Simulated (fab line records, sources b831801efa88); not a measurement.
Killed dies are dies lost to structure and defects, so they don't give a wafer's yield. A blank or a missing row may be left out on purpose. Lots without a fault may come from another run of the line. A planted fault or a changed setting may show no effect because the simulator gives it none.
One fault seen from 2 desks | flow sky130 | each desk has only its own numbers; what lay behind them comes last

THE METROLOGY DESK
What the gauges read, lot by lot, whatever tool the lot ran on: means of the sampled wafers that have a number. A lot is out of limits, marked OUT, if its mean lies more than 4 standard deviations from the usual mean; the brackets give that distance.
Columns: A = VIA4_BOW at SKY_VIA4_BOW_MEAS_03, usual 83 um; B = VIA4_OVL at SKY_VIA4_OVL_MEAS_11, usual -0.2 nm; C = METAL5_ALCU_THK at SKY_METAL5_THK_MEAS_06, usual 1137 nm
lot  | first seen here | A  | B    | C
L688 | day 42 21:12    | 83 | -0.0 | 1121
L687 | day 43 00:44    | 87 | -3.2 | 1137
L690 | day 43 04:40    | 85 | 1.2  | 1144
L691 | day 43 11:21    | 69 | 2.0  | 1133
L692 | day 43 11:55    | 83 | 0.1  | 1120
L693 | day 43 23:58    | 90 | -2.1 | 1146
L700 | day 46 02:37    | 86 | -0.9 | 1129
L701 | day 46 11:33    | 82 | 0.2  | 1136
L703 | day 46 13:59    | 84 | -2.2 | 1138
L704 | day 46 22:48    | 81 | 1.2  | 1149
L706 | day 47 07:43    | 72 | -1.6 | 1117
L708 | day 48 15:40    | 70 | -1.6 | 1118
L709 | day 48 18:19    | 87 | 2.2  | 1148
L707 | day 48 21:01    | 85 | -1.2 | 1139
This desk's finding: nothing out of limits on any of the 14 lots.

THE TOOL OWNER'S DESK: rie_diel-01
The tool's own readings at SKY_SONOS_ONO_ETCH_15 (etches the open film in CHF3/O2, target depth 19.52 nm, time 7.8 s): means of the sampled wafers that have a number, for each lot that ran on this tool. A lot is out of limits, marked OUT, if its mean lies more than 4 standard deviations from the usual mean; the brackets give that distance.
Columns: A = drypump_motor_current_A at SKY_SONOS_ONO_ETCH_15, usual 5.8 A; B = oes_product_au at SKY_SONOS_ONO_ETCH_15, usual 1.006 a.u.; C = throttle_valve_pct at SKY_SONOS_ONO_ETCH_15, usual 8.827 %
lot  | first seen here | A   | B     | C
L688 | day 13 14:28    | 5.7 | 1.012 | 8.822
L690 | day 14 04:04    | 5.4 | 1.015 | 8.829
L692 | day 14 11:38    | 5.5 | 1.012 | 8.824
L693 | day 15 01:58    | 5.6 | 1.007 | 8.839
L701 | day 18 05:10    | 5.8 | 1.001 | 8.829
L709 | day 21 22:53    | 5.9 | 0.994 | 8.821
This desk's finding: nothing out of limits on any of the 6 lots.

PUT TOGETHER
The metrology desk saw nothing out of limits.
The tool owner's desk saw nothing out of limits.

WHAT THE SIMULATOR HAD PUT IN
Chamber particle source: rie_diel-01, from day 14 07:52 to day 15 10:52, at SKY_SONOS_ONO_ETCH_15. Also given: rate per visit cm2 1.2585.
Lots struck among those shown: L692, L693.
